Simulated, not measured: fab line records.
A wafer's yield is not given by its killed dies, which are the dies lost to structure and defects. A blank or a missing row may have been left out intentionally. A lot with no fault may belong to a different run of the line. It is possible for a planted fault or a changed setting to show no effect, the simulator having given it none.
fab line records	flow sky130
record lots=10	wafers=28	lastDay=49
route steps=708 shown METAL1@451 VIA2@522 PAD_OPEN@708
lots untouched by any fault: they come from a run of this same line in which no faults occurred
startH: hours from the record's first day to the start of the lot's first wafer shown	waitH: hours elapsed since this lot's preceding step	" unchanged from the row above	L1.1+2: several wafers, shown together as one row	- value missing, or start not given	* or withheld: withheld	< > ~ a bound
route shown NAME@n: NAME is a module with steps in the file, n the number in the route of the first one	usual: the fault-free wafers' mean and standard deviation	same: alike in all rows	chamber/n: place in a boat	sites: the reading at each site	_std_site: their standard deviation	_edge_site: outer sites' mean less inner sites'	radiusMm: for every site, how far away it sits from the centre of the wafer	mask NAME#n: copy n	behind: tool/chamber where the wafer was last shaped	hold: why the lot was held/for how many hours/how that ended	device: transistor that didn't switch, given as n, p or np	end of line: the tests these same wafers got at the end of their route	for a step that has no rows: nothing shown but its recipe	killed: dies lost to structure and defects at the first sort, not the wafer's yield	map: shows each die of a wafer: x if killed, . if not, _ if none is there
set.NAME: the setting as run; set.NAME@STEP: as run at that earlier step	model.NAME: the simulator's own value behind a step, which no gauge read
route steps across a sampled set of lots; one table per step, one row per wafer
services: a tool's chamber out of use, with start hour (startH, from the record's first day; less than 0 if before it), hours out, and reason
## steps
# step SKY_METAL1_DESCUM_17
# recipe chemistry=O2	sourcePowerW=150	biasPowerW=0	pressureMtorr=10	tempC=40	timeS=8
# usual drypumpMotorCurrentA=6.0/0.35	oesProductAu=0.997/0.009	rfFwdPowerW=147.0/0.65
lot.wafer	tool	chamber	startH	waitH	drypumpMotorCurrentA	oesProductAu	rfFwdPowerW	rfHoursCounterH
L722.1	rieMetal-03	1	760.74	0.0	6.2	0.988	148.2	4
L722.5	"	1	"	"	6.2	0.989	147.6	-
L722.6	"	0	"	"	5.7	0.984	147.2	-
L723.2	rieMetal-03	0	769.83	0.0	5.7	1.004	147.6	2
L723.3	"	0	"	"	5.7	0.991	147.4	-
L723.4	"	1	"	"	6.2	1.001	147.5	-
L732.3	rieMetal-03	0	839.10	0.0	5.8	0.999	147.1	-
L732.5	"	1	"	"	6.2	0.992	146.9	-
L733.5	rieMetal-03	0	849.02	0.0	5.7	0.989	147.6	-
L733.6	"	1	"	"	6.3	0.990	147.5	-
L734.2	rieMetal-04	1	862.15	0.0	6.0	1.005	146.7	-
L734.3	"	1	"	"	6.0	1.002	147.2	-
L734.6	"	1	"	"	6.0	1.012	147.4	-
L736.4	rieMetal-04	1	868.53	0.0	6.0	0.995	147.3	-
L736.5	"	1	"	"	6.0	0.999	147.1	-
L736.6	"	1	"	"	6.0	0.998	147.2	-
L737.1	rieMetal-03	0	874.54	0.0	5.7	0.996	146.4	6
L737.2	"	1	"	"	6.2	0.985	148.1	9
L737.3	"	1	"	"	6.2	0.988	147.9	-
L738.3	rieMetal-02	1	885.44	0.0	5.2	0.997	146.5	-
L738.4	"	0	"	"	5.8	0.978	147.5	-
L738.5	"	0	"	"	5.8	0.988	146.9	-
L741.2	rieMetal-04	1	908.35	0.0	6.0	1.004	147.2	9
L741.4	"	1	"	"	6.0	0.998	146.8	-
L741.6	"	1	"	"	6.0	1.001	147.2	-
L742.2	rieMetal-04	0	909.80	0.0	6.5	1.005	146.5	1
L742.3	"	1	"	"	6.0	1.006	147.2	-
L742.5	"	0	"	"	6.5	1.007	146.4	-
# step SKY_METAL1_ETCH_18
# recipe chemistry=N2/H2	target=BARC	ionEnergyEv=200	biasW=100	pressureMtorr=30	n2FlowSccm=100	h2FlowSccm=200	icpW=500	stopOn=SiO2	timeS=45.9	targetDepthA=600
# usual drypumpMotorCurrentA=6.0/0.34	n2FlowSccm=100.1/0.3	oesProductAu=0.856/0.0049	rfFwdPowerW=495.0/1.8	runLengthS=74.1/0.71	throttleValvePct=13.225/0.0093
lot.wafer	tool	chamber	startH	waitH	drypumpMotorCurrentA	n2FlowSccm	oesProductAu	rfFwdPowerW	rfHoursCounterH	runLengthS	throttleValvePct
L722.1	rieMetal-03	1	760.77	0.0	6.2	99.6	0.849	493.7	4	73.5	13.219
L722.5	"	1	"	"	6.2	99.7	0.860	495.9	-	73.4	13.222
L722.6	"	0	"	"	5.7	99.6	0.859	495.3	-	74.2	13.212
L723.2	rieMetal-03	0	769.86	0.0	5.7	100.6	0.838	495.4	2	74.0	13.219
L723.3	"	0	"	"	5.8	100.6	0.847	493.6	-	74.2	13.244
L723.4	"	1	"	"	6.2	100.2	0.857	497.9	-	73.6	13.222
L732.3	rieMetal-03	0	839.15	0.0	5.7	100.3	0.854	495.9	-	74.0	13.213
L732.5	"	1	"	"	6.2	99.7	0.854	494.0	-	73.9	13.232
L733.5	rieMetal-03	0	849.07	0.0	5.7	100.5	0.851	495.3	-	74.4	13.213
L733.6	"	1	"	"	6.2	100.4	0.851	495.3	-	73.6	13.216
L734.2	rieMetal-04	1	862.23	0.1	6.0	100.7	0.851	496.0	-	74.1	13.220
L734.3	"	1	"	"	6.0	100.4	0.848	496.5	-	73.7	13.238
L734.6	"	1	"	"	6.0	100.2	0.858	497.7	-	73.8	13.221
L736.4	rieMetal-04	1	868.62	0.1	6.0	100.4	0.855	495.1	-	73.9	13.232
L736.5	"	1	"	"	6.0	100.0	0.856	494.7	-	74.2	13.231
L736.6	"	1	"	"	6.0	100.2	0.855	494.4	-	73.8	13.214
L737.1	rieMetal-03	0	874.58	0.0	5.8	100.7	0.860	495.5	6	74.0	13.222
L737.2	"	1	"	"	6.2	100.2	0.858	494.1	9	73.7	13.236
L737.3	"	1	"	"	6.2	99.8	0.856	494.6	-	73.7	13.227
L738.3	rieMetal-02	1	885.49	0.0	5.2	100.2	0.851	493.7	-	73.7	13.214
L738.4	"	0	"	"	5.8	99.8	0.861	495.4	-	74.9	13.220
L738.5	"	0	"	"	5.8	100.1	0.854	495.1	-	74.6	13.224
L741.2	rieMetal-04	1	908.38	0.0	6.0	100.2	0.852	495.7	9	73.5	13.221
L741.4	"	1	"	"	6.0	100.1	0.850	496.3	-	73.5	13.210
L741.6	"	1	"	"	6.0	100.4	0.860	495.7	-	74.0	13.218
L742.2	rieMetal-04	0	909.83	0.0	6.5	100.2	0.860	487.1	1	74.2	13.236
L742.3	"	1	"	"	6.0	100.6	0.860	496.1	-	73.6	13.244
L742.5	"	0	"	"	6.5	100.1	0.862	491.2	-	74.2	13.214
# step SKY_METAL1_METAL_ETCH_19
# recipe targetDepthA=3600	stopOn=SiO2	overEtchFrac=0.3	timeS=78	chemistry=Cl2/BCl3	resistSidewallDeg=88	pressureMtorr=10	icpW=900	biasW=48.5	Cl2_flow_sccm=60	bcl3FlowSccm=30
# usual bcl3FlowSccm=30.00/0.089	drypumpMotorCurrentA=6.0/0.34	oesProductAu=0.852/0.0056	rfFwdPowerW=893/3.3	runLengthS=106.2/0.69	throttleValvePct=22.264/0.0093
lot.wafer	tool	chamber	startH	waitH	bcl3FlowSccm	drypumpMotorCurrentA	oesProductAu	rfFwdPowerW	rfHoursCounterH	runLengthS	throttleValvePct
L722.1	rieMetal-03	1	760.84	0.0	29.91	6.2	0.863	894	4	105.9	22.274
L722.5	"	1	"	"	29.85	6.2	0.851	895	-	105.8	22.272
L722.6	"	0	"	"	30.01	5.7	0.860	897	-	106.4	22.278
L723.2	rieMetal-03	0	769.93	0.0	30.02	5.7	0.851	893	2	106.0	22.267
L723.3	"	0	"	"	30.09	5.7	0.856	897	-	106.5	22.253
L723.4	"	1	"	"	30.07	6.2	0.862	892	-	105.5	22.269
L732.3	rieMetal-03	0	839.22	0.1	29.90	5.7	0.854	894	-	106.4	22.266
L732.5	"	1	"	"	30.08	6.2	0.847	891	-	105.5	22.265
L733.5	rieMetal-03	0	849.15	0.1	30.08	5.7	0.848	894	-	106.1	22.289
L733.6	"	1	"	"	29.75	6.2	0.860	898	-	105.7	22.261
L734.2	rieMetal-04	1	862.36	0.1	30.04	6.0	0.845	893	-	105.6	22.266
L734.3	"	1	"	"	30.10	6.0	0.849	892	-	105.7	22.258
L734.6	"	1	"	"	30.02	6.0	0.850	893	-	106.0	22.271
L736.4	rieMetal-04	1	868.77	0.1	29.93	6.0	0.846	896	-	105.6	22.257
L736.5	"	1	"	"	30.04	6.0	0.844	896	-	105.6	22.263
L736.6	"	1	"	"	30.04	6.0	0.849	895	-	106.0	22.270
L737.1	rieMetal-03	0	874.64	0.0	30.02	5.7	0.850	897	6	106.1	22.274
L737.2	"	1	"	"	29.90	6.2	0.862	901	9	106.1	22.267
L737.3	"	1	"	"	29.95	6.2	0.855	900	-	105.9	22.266
L738.3	rieMetal-02	1	885.56	0.1	29.99	5.2	0.859	893	-	106.1	22.272
L738.4	"	0	"	"	29.97	5.8	0.859	895	-	106.5	22.272
L738.5	"	0	"	"	29.99	5.8	0.849	899	-	107.1	22.248
L741.2	rieMetal-04	1	908.44	0.0	29.89	6.0	0.846	895	9	105.7	22.263
L741.4	"	1	"	"	29.95	6.0	0.853	893	-	105.9	22.280
L741.6	"	1	"	"	30.07	6.0	0.845	896	-	105.8	22.258
L742.2	rieMetal-04	0	909.89	0.0	30.19	6.5	0.839	889	1	106.6	22.254
L742.3	"	1	"	"	30.07	6.0	0.849	891	-	105.8	22.263
L742.5	"	0	"	"	30.01	6.5	0.846	890	-	106.4	22.275
# step SKY_VIA2_ETCH_15
# recipe target=SiO2	chemistry=C4F8/O2/Ar	targetDepthNm=546	stopOn=TiN	maskMaterial=KrF-thick	sourceW=1500	biasW=1200	pressureMtorr=40	c4f8FlowSccm=withheld	O2_flow_sccm=6	Ar_flow_sccm=300	timeS=84
# usual oesProductAu=0.939/0.0045	rfFwdPowerW=1490/5.8	runLengthS=112.3/0.41
lot.wafer	tool	chamber	startH	waitH	oesProductAu	rfFwdPowerW	rfHoursCounterH	runLengthS
L722.1	rieDiel-03	2	845.78	0.0	0.939	1496	14	112.2
L722.5	"	2	"	"	0.945	1491	-	112.2
L722.6	"	3	"	"	0.938	1491	-	112.2
L723.2	rieDiel-04	3	853.22	0.0	0.939	1488	10	112.3
L723.3	"	2	"	"	0.934	1498	13	112.0
L723.4	"	0	"	"	0.932	1498	4	111.8
L732.3	rieDiel-04	2	920.33	0.0	0.940	1486	15	112.2
L732.5	"	3	"	"	1.016	-	-	101.2
L733.5	rieDiel-04	3	929.42	0.0	1.012	-	-	101.1
L733.6	"	0	"	"	1.008	-	-	100.5
L734.2	rieDiel-04	2	942.34	0.0	0.939	1484	16	112.4
L734.3	"	0	"	"	0.937	1500	7	111.5
L734.6	"	2	"	"	1.016	-	-	101.1
L736.4	rieDiel-03	3	947.66	0.0	0.943	1488	10	112.1
L736.5	"	2	"	"	0.942	1490	-	112.4
L736.6	"	1	"	"	0.940	1478	-	112.1
L737.1	rieDiel-03	0	954.23	0.0	0.939	1499	25	112.8
L737.2	"	3	"	"	0.933	1490	10	112.0
L737.3	"	2	"	"	0.935	1493	17	112.5
L738.3	rieDiel-02	0	964.15	0.0	0.942	1494	12	112.2
L738.4	"	1	"	"	0.933	1482	3	112.3
L738.5	"	2	"	"	0.942	1483	-	112.5
L741.2	rieDiel-02	1	986.14	0.0	0.936	1476	4	112.0
L741.4	"	0	"	"	0.933	1487	13	112.7
L741.6	"	3	"	"	0.938	1498	-	112.7
L742.2	rieDiel-02	2	987.60	0.0	0.939	1484	10	112.5
L742.3	"	3	"	"	0.935	1498	24	112.9
L742.5	"	0	"	"	0.930	1498	-	112.6
# step SKY_VIA2_STRIP_16
# recipe chemistry=O2/N2	powerW=1400	pressureMtorr=1500	platenTempC=withheld	o2FlowSccm=3000	n2FlowSccm=300	overashFraction=0.5
# usual drypumpMotorCurrentA=5.3/0.5	n2FlowSccm=300.0/0.94	oesProductAu=0.399/0.0048	stripTimeToEndpointS=4.059/0.025
lot.wafer	tool	chamber	startH	waitH	drypumpMotorCurrentA	n2FlowSccm	oesProductAu	rfHoursCounterH	stripTimeToEndpointS
L722.1	plasmaAsher-03	0	845.84	0.0	6.1	299.1	0.400	76	4.078
L722.5	"	1	"	"	5.0	299.0	0.399	-	4.093
L722.6	"	0	"	"	6.1	300.5	0.391	-	4.069
L723.2	plasmaAsher-03	0	853.29	0.0	6.1	299.6	0.400	77	4.019
L723.3	"	0	"	"	6.1	299.1	0.394	-	4.051
L723.4	"	1	"	"	5.0	300.8	0.395	-	4.033
L732.3	plasmaAsher-03	1	920.42	0.1	5.0	300.6	0.397	-	4.066
L732.5	"	1	"	"	5.0	300.9	0.411	-	4.217
L733.5	plasmaAsher-03	1	929.52	0.1	5.0	300.1	0.401	-	4.162
L733.6	"	0	"	"	6.1	299.8	0.401	-	4.196
L734.2	plasmaAsher-03	1	942.40	0.0	5.0	301.2	0.394	86	4.060
L734.3	"	0	"	"	6.1	301.3	0.395	-	4.060
L734.6	"	1	"	"	5.0	299.5	0.408	-	4.186
L736.4	plasmaAsher-03	0	947.75	0.1	6.1	299.6	0.400	-	4.071
L736.5	"	1	"	"	5.0	301.1	0.396	-	4.092
L736.6	"	0	"	"	6.1	299.9	0.394	-	4.062
L737.1	plasmaAsher-02	0	954.29	0.0	4.8	298.2	0.397	108	4.067
L737.2	"	1	"	"	4.9	299.2	0.401	108	4.099
L737.3	"	1	"	"	4.8	298.6	0.396	-	4.088
L738.3	plasmaAsher-03	1	964.25	0.1	5.0	300.1	0.403	-	4.076
L738.4	"	0	"	"	6.1	299.7	0.400	-	4.057
L738.5	"	0	"	"	6.1	300.5	0.393	-	4.070
L741.2	plasmaAsher-03	1	986.20	0.0	4.9	300.8	0.391	90	4.049
L741.4	"	1	"	"	5.0	300.0	0.403	-	4.092
L741.6	"	1	"	"	4.9	300.0	0.395	-	4.043
L742.2	plasmaAsher-02	1	987.67	0.0	4.8	299.5	0.402	112	4.074
L742.3	"	1	"	"	4.8	301.0	0.401	-	4.040
L742.5	"	1	"	"	4.8	299.5	0.403	-	4.050
# step SKY_PAD_OPEN_PROBE_99
# usual defectLimitedYield=82.4/1.9	killed_at_M0_to_M3=43/7.5	killed_at_M4_up=3.3/1.9	killedAtContacts=24/4.6	killedAtFrontEnd=16/4.9	killedAtOther=0.2/0.46	killedDies=87/9.1	killedOpen=47/7.4	killedShort=39/6.6
# same grossDies=492	killedAtBackSide=0
lot.wafer	tool	chamber	startH	waitH	defectLimitedYield[%]	killed_at_M0_to_M3	killed_at_M4_up	killedAtContacts	killedAtFrontEnd	killedAtOther	killedDies	killedOpen	killedShort
L732.3	prober-02	-	1132.61	0.2	79.9	49	2	22	26	0	99	53	46
L732.5	prober-02	-	1132.71	0.2	80.3	53	3	26	14	1	97	47	50
L733.5	prober-01	-	1140.72	0.2	83.7	39	5	21	15	0	80	36	44
L733.6	prober-01	-	1140.77	0.2	82.5	32	1	33	20	0	86	45	40
L734.6	prober-02	-	1150.62	0.2	85.0	40	2	20	11	1	74	32	42
# killed by level:class
L732.3 VIA1:geometricParticle:open=12 FIELD_ISO:geometricParticle:short=8 VIA1:geometricParticle:short=8 CONTACT:geometricParticle:open=8 VIA2:geometricParticle:open=7 VIA2:geometricParticle:short=7 VIA3:geometricParticle:open=7 CONTACT:geometricParticle:short=6
L732.5 METAL1:geometricParticle:short=11 VIA3:geometricParticle:open=11 VIA1:geometricParticle:open=8 CONTACT:geometricParticle:open=7 LI_CONTACT:geometricParticle:open=7 LOCAL_INTERCONNECT:geometricParticle:short=6 VIA1:geometricParticle:short=6 FIELD_ISO:geometricParticle:open=4
L733.5 VIA1:geometricParticle:open=10 LI_CONTACT:geometricParticle:open=7 CONTACT:geometricParticle:short=7 VIA3:geometricParticle:open=6 METAL1:geometricParticle:short=5 VIA1:geometricParticle:short=5 FIELD_ISO:geometricParticle:short=4 METAL4:geometricParticle:short=4
L733.6 CONTACT:geometricParticle:open=12 LI_CONTACT:geometricParticle:open=10 VIA1:geometricParticle:open=9 CONTACT:geometricParticle:short=6 FIELD_ISO:geometricParticle:short=5 POLY_GATE:geometricParticle:short=4 METAL2:geometricParticle:short=4 VIA3:geometricParticle:short=4
L734.6 VIA1:geometricParticle:open=9 METAL1:geometricParticle:short=7 LOCAL_INTERCONNECT:geometricParticle:short=6 VIA2:geometricParticle:open=6 VIA1:geometricParticle:short=5 LI_CONTACT:geometricParticle:open=5 METAL3:geometricParticle:short=5 CONTACT:geometricParticle:open=4
## services
tool	chamber	startH	hours	kind
rieMetal-02	0	752.39	-	clean
rieMetal-02	0	752.39	15.6	scheduledDown
rieMetal-02	0	752.39	15.6	ventCycle
rieDiel-04	-	758.72	1.2	repair
rieDiel-04	2	765.25	5.3	repair
rieDiel-04	-	775.12	0.5	repair
rieDiel-02	1	782.92	-	clean
rieDiel-02	1	782.92	22.4	scheduledDown
rieDiel-02	1	782.92	22.4	ventCycle
rieMetal-04	-	800.55	0.3	repair
plasmaAsher-02	-	809.08	1.4	repair
rieDiel-02	-	840.04	3.4	repair
rieMetal-04	0	859.58	-	clean
rieMetal-04	0	859.58	26.2	scheduledDown
rieMetal-04	0	859.58	26.2	ventCycle
rieDiel-02	-	862.09	0.6	repair
rieDiel-03	1	873.78	6.6	repair
rieDiel-04	2	882.00	5.9	repair
rieMetal-04	0	893.01	4.3	repair
rieDiel-02	1	908.29	15.2	repair
rieMetal-04	-	928.31	0.4	repair
rieMetal-04	1	953.63	8.5	repair
rieDiel-03	1	970.18	14.6	repair
rieDiel-04	3	976.97	8.4	repair
## key
firstSign step=SKY_VIA2_ETCH_15	reading=runLengthS	direction=down	sigmas=28	usual=*	struck=*
effect step=SKY_VIA2_ETCH_15	reading=oesProductAu	direction=up	sigmas=16	usual=0.939	struck=1.013
effect step=SKY_VIA2_STRIP_16	reading=stripTimeToEndpointS	direction=up	sigmas=5.4	usual=*	struck=*
metAt SKY_VIA2_ETCH_15
struckLots L732,L733,L734
struckWafers L732.5,L733.5,L733.6,L734.6
notActingAt SKY_METAL1_DESCUM_17,SKY_METAL1_ETCH_18,SKY_METAL1_METAL_ETCH_19
onsetBetween 853.22 920.33
fault kind=processParameterDrift	tool=rieDiel-04	chamber=-	onsetH=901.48	steps=SKY_VIA2_ETCH_15	channel=timeS	offset=*	shape=step	endH=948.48	scope=struckWafersOnly	actsIn=*	stated=*
